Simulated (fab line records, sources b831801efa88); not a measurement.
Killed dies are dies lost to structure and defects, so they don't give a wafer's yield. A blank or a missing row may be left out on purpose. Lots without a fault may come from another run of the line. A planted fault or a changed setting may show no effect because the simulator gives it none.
Which tool did it? | flow sky130 | 6 lots, 18 wafers sampled, at 1 step of a route of 708

WHAT THE GAUGES READ, wafer by wafer
SKY_NWELL_THK_MEAS_02.
lot  | measured    | on            | NWELL_OXIDATION_THK (nm)
L353 | day 2 16:44 | film_metro-01 | 10.31 10.15 10.17
L357 | day 3 13:39 | film_metro-01 | 9.83 9.93 9.79
L359 | day 4 05:21 | film_metro-01 | 10.00 10.05 10.09
L363 | day 4 21:32 | film_metro-01 | 10.11 9.86 10.00
L372 | day 6 18:50 | film_metro-01 | 9.72 9.72 9.66
L374 | day 7 07:02 | film_metro-01 | 9.75 9.56 9.80

WHICH TOOL RAN EACH LOT (tool, then ch and the chambers of the sampled wafers, then the start)
The record holds no process step before these readings.

THE ANSWER, worked out from the rows above alone
Rule: what is usual is taken from the lots themselves. Put in order of their means at a reading, lots are off if they are a third of the lots or fewer, leave a main group of 4 or more, and stand apart from it by a gap of 3 or more times the standard deviation of the main group's means; of several such gaps the widest counts. A main group whose means are all the same, to the digits that the tables above print for the reading, isn't used. A lot without any number at a reading at which 4 lots or more have one is off too. The other lots that the step has rows for count as sound.
No lot is off at any reading shown: from this, nothing can be told.

WHAT THE SIMULATOR HAD PUT IN
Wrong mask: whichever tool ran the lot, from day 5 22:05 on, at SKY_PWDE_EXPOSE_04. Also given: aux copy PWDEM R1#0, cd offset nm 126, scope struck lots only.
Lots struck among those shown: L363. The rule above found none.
